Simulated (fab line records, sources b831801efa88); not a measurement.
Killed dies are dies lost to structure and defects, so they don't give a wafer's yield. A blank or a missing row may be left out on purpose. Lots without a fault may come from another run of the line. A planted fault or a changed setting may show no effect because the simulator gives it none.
fab line records | flow sky130 | part 2 of 2: steps 27 to 34 of 34
record lots=5 wafers=15 last_day=50
route steps=708 shown CAPM@539 METAL3@555
lots that met no fault: from a run of the same line without faults
start_h: hours from the record's first day to the start of the lot's first wafer shown | wait_h: hours since the lot's step before | " the same as in the row above | L1.1+2: a row that stands for several wafers | - no value, or no start given | * or withheld: withheld | < > ~ a bound
route shown NAME@n: a module of which the file shows steps, and the number in the route of the first | usual: mean/standard deviation of fault-free wafers | same: alike in all rows | chamber/n: place in a boat | sites: the reading at each site | _std_site: their standard deviation | _edge_site: outer sites' mean less inner sites' | radius_mm: how far each site lies from the wafer's centre | mask NAME#n: copy n | behind: the tool/chamber that last shaped the wafer | hold: why the lot was held/for how many hours/how that ended | device: the transistor (n, p or np) that didn't switch | end of line: the same wafers' tests at the end of the route | a step without rows: its recipe alone | killed: dies lost to structure and defects at the first sort, not the wafer's yield | map: a wafer's dies, x killed, . not, _ none there
set.NAME: the setting as run; set.NAME@STEP: as run at that earlier step | model.NAME: the simulator's own value behind a step, which no gauge read
lots at some steps of the route; a table a step, a row a wafer
services: from which hour (start_h, from the record's first day; less than 0 if before it) a tool's chamber was out of use, for how many hours, and why
## steps
# step SKY_METAL3_DESCUM_15
# recipe chemistry=O2 source_power_w=150 bias_power_w=0 pressure_mtorr=10 temp_c=40 time_s=8
# usual drypump_motor_current_A=5.9/0.44 oes_product_au=0.999/0.0081
# columns lot.wafer tool chamber start_h wait_h drypump_motor_current_A oes_product_au rf_hours_counter_h
L075.1 rie_metal-01 1 895.08 0.0 5.5 0.996 10
L075.4 " 0 " " 5.7 0.990 -
L075.5 " 0 " " 5.7 0.982 -
L080.2 rie_metal-02 1 934.73 0.0 6.1 1.011 10
L080.4 " 0 " " 5.4 1.013 -
L080.5 " 1 " " 6.1 1.015 -
L081.1 rie_metal-01 1 946.78 0.0 5.5 0.996 12
L081.2 " 0 " " 5.7 0.978 7
L081.6 " 0 " " 5.7 0.977 -
L091.2 rie_metal-01 0 1038.85 0.0 5.7 0.996 11
L091.3 " 0 " " 5.7 0.991 -
L091.4 " 1 " " 5.5 1.000 -
L094.4 rie_metal-03 1 1065.25 0.0 6.8 0.994 -
L094.5 " 0 " " 6.1 1.002 -
L094.6 " 1 " " 6.8 0.997 -
# step SKY_METAL3_ETCH_16
# recipe chemistry=N2/H2 target=BARC ion_energy_ev=200 bias_w=100 pressure_mtorr=30 n2_flow_sccm=100 h2_flow_sccm=200 icp_w=500 stop_on=SiO2 time_s=88.2 target_depth_a=600
# usual drypump_motor_current_A=5.9/0.44 oes_product_au=0.625/0.0048 throttle_valve_pct=13.205/0.0096
# columns lot.wafer tool chamber start_h wait_h drypump_motor_current_A oes_product_au rf_hours_counter_h throttle_valve_pct
L075.1 rie_metal-01 1 895.11 0.0 5.5 0.619 10 13.205
L075.4 " 0 " " 5.7 0.626 - 13.198
L075.5 " 0 " " 5.7 0.618 - 13.198
L080.2 rie_metal-02 1 934.76 0.0 6.1 0.634 10 13.201
L080.4 " 0 " " 5.4 0.627 - 13.203
L080.5 " 1 " " 6.2 0.626 - 13.190
L081.1 rie_metal-01 1 946.81 0.0 5.5 0.623 12 13.210
L081.2 " 0 " " 5.7 0.628 7 13.207
L081.6 " 0 " " 5.7 0.626 - 13.184
L091.2 rie_metal-01 0 1038.88 0.0 5.7 0.612 11 13.201
L091.3 " 0 " " 5.7 0.624 - 13.202
L091.4 " 1 " " 5.5 0.625 - 13.222
L094.4 rie_metal-03 1 1065.31 0.0 6.8 0.622 - 13.228
L094.5 " 0 " " 6.1 0.628 - 13.209
L094.6 " 1 " " 6.8 0.632 - 13.212
# step SKY_METAL3_ETCH_17
# recipe target=SiO2 stop_on=TiN chemistry=C4F8/O2/Ar source_w=1500 bias_w=1200 pressure_mtorr=40 c4f8_flow_sccm=withheld O2_flow_sccm=6 Ar_flow_sccm=300 time_s=3.9 target_depth_a=150
# usual oes_product_au=0.756/0.0068
# columns lot.wafer tool chamber start_h wait_h oes_product_au rf_hours_counter_h
L075.1 rie_diel-02 2 895.21 0.1 0.758 12
L075.4 " 1 " " 0.747 -
L075.5 " 2 " " 0.763 -
L080.2 rie_diel-02 3 934.86 0.1 0.758 18
L080.4 " 2 " " 0.767 14
L080.5 " 3 " " 0.765 -
L081.1 rie_diel-03 2 946.91 0.1 0.759 15
L081.2 " 0 " " 0.749 9
L081.6 " 2 " " 0.747 -
L091.2 rie_diel-03 0 1038.98 0.1 0.752 12
L091.3 " 2 " " 0.762 18
L091.4 " 3 " " 0.757 8
L094.4 rie_diel-03 0 1065.37 0.0 0.754 13
L094.5 " 3 " " 0.767 -
L094.6 " 0 " " 0.766 -
# step SKY_METAL3_METAL_ETCH_18
# recipe target_depth_a=8450 stop_on=SiO2 over_etch_frac=0.3 time_s=183.1 chemistry=Cl2/BCl3 resist_sidewall_deg=88 pressure_mtorr=10 icp_w=900 bias_w=48.5 Cl2_flow_sccm=60 bcl3_flow_sccm=30
# usual drypump_motor_current_A=6.1/0.5 oes_product_au=0.868/0.0062 throttle_valve_pct=22.263/0.008
# columns lot.wafer tool chamber start_h wait_h drypump_motor_current_A oes_product_au rf_hours_counter_h throttle_valve_pct
L075.1 rie_metal-03 1 895.23 0.0 6.8 0.870 4 22.262
L075.4 " 0 " " 6.2 0.869 - 22.268
L075.5 " 0 " " 6.1 0.862 - 22.264
L080.2 rie_metal-01 0 934.88 0.0 5.7 0.869 7 22.256
L080.4 " 1 " " 5.5 0.858 - 22.260
L080.5 " 0 " " 5.7 0.857 - 22.262
L081.1 rie_metal-03 1 946.93 0.0 6.8 0.860 9 22.257
L081.2 " 0 " " 6.1 0.870 0 22.290
L081.6 " 0 " " 6.1 0.869 - 22.268
L091.2 rie_metal-03 1 1039.00 0.0 6.8 0.874 16 22.257
L091.3 " 0 " " 6.1 0.868 - 22.272
L091.4 " 1 " " 6.8 0.858 - 22.273
L094.4 rie_metal-01 1 1065.45 0.1 5.5 0.867 - 22.258
L094.5 " 1 " " 5.5 0.867 - 22.251
L094.6 " 0 " " 5.7 0.870 - 22.247
# step SKY_METAL3_STRIP_19
# recipe chemistry=O2/N2 power_w=1400 pressure_mtorr=1500 platen_temp_c=withheld o2_flow_sccm=3000 n2_flow_sccm=300 overash_fraction=0.5
# usual drypump_motor_current_A=5.7/0.44 oes_product_au=0.502/0.0056 strip_time_to_endpoint_s=6.54/0.074
# columns lot.wafer tool chamber start_h wait_h drypump_motor_current_A oes_product_au rf_hours_counter_h strip_time_to_endpoint_s
L075.1 plasma_asher-03 0 895.41 0.1 5.2 0.505 75 6.54
L075.4 " 0 " " 5.2 0.502 - 6.57
L075.5 " 0 " " 5.2 0.502 - 6.57
L080.2 plasma_asher-03 0 935.06 0.1 5.2 0.499 79 6.56
L080.4 " 1 " " 5.5 0.498 - 6.45
L080.5 " 0 " " 5.2 0.505 - 6.60
L081.1 plasma_asher-03 1 947.11 0.1 5.5 0.502 80 6.50
L081.2 " 0 " " 5.2 0.503 80 6.55
L081.6 " 0 " " 5.2 0.498 - 6.51
L091.2 plasma_asher-03 0 1039.18 0.1 5.2 0.510 91 6.63
L091.3 " 1 " " 5.5 0.505 - 6.53
L091.4 " 0 " " 5.2 0.501 - 6.54
L094.4 plasma_asher-02 0 1065.60 0.1 5.9 0.504 - 6.47
L094.5 " 0 " " 6.0 0.497 - 6.48
L094.6 " 1 " " 6.1 0.501 - 6.51
# step SKY_METAL3_STRIP_20
# recipe chemistry=post_etch_residue_remover time_s=1200 temp_c=72.5
# columns lot.wafer tool chamber start_h wait_h
L075.1+4+5 wet_bench-04 2 895.51 0.1
L080.2+4+5 wet_bench-01 0 935.16 0.1
L081.1+2+6 wet_bench-03 3 947.21 0.1
L091.2+3+4 wet_bench-04 1 1039.28 0.1
L094.4+5+6 wet_bench-01 0 1065.67 0.0
# step SKY_METAL3_CLEAN_21
# recipe chemistry=IPA time_s=180 temp_c=25
# columns lot.wafer tool chamber start_h wait_h
L075.1+4+5 wet_bench-04 0 895.85 0.0
L080.2+4+5 wet_bench-03 3 935.50 0.0
L081.1+2+6 wet_bench-01 0 947.55 0.0
L091.2+3+4 wet_bench-01 3 1039.68 0.0
L094.4+5+6 wet_bench-03 2 1066.04 0.0
# step SKY_METAL3_CLEAN_22
# recipe chemistry=O3/DIW dry=n2_spin
# columns lot.wafer tool chamber start_h wait_h
L075.1+4+5 wet_bench-04 1 895.91 0.0
L080.2+4+5 wet_bench-04 1 935.56 0.0
L081.1+2+6 wet_bench-04 0 947.61 0.0
L091.2+3+4 wet_bench-03 1 1039.75 0.0
L094.4+5+6 wet_bench-04 3 1066.11 0.0
## services
# columns tool chamber start_h hours kind
plasma_asher-03 - 826.88 6.9 repair
iline_stepper-01 - 833.87 1.7 pm
rie_metal-03 1 833.97 4.0 repair
krf_scanner-01 - 834.61 0.5 repair
krf_scanner-01 - 839.82 0.8 pm
krf_scanner-01 - 848.04 0.2 repair
pvd_sputter-03 - 852.90 2.4 repair
pvd_sputter-03 - 859.39 0.8 repair
krf_scanner-01 - 881.66 0.1 repair
krf_scanner-01 - 889.44 1.3 pm
krf_scanner-01 - 890.74 0.8 pm
rie_diel-03 0 900.14 3.5 repair
rie_metal-01 - 913.88 0.4 repair
krf_scanner-01 - 917.11 4.4 pm
rie_diel-03 1 930.45 2.5 repair
krf_scanner-01 - 936.86 1.0 pm
rie_metal-01 - 959.83 14.6 pm
rie_metal-01 1 976.82 3.3 repair
rie_metal-03 0 1012.86 16.2 repair
plasma_asher-01 - 1018.72 1.3 repair
krf_scanner-01 - 1019.89 2.2 repair
krf_scanner-01 - 1021.73 5.2 repair
iline_stepper-01 - 1052.05 1.7 pm
krf_scanner-01 - 1058.27 0.8 pm
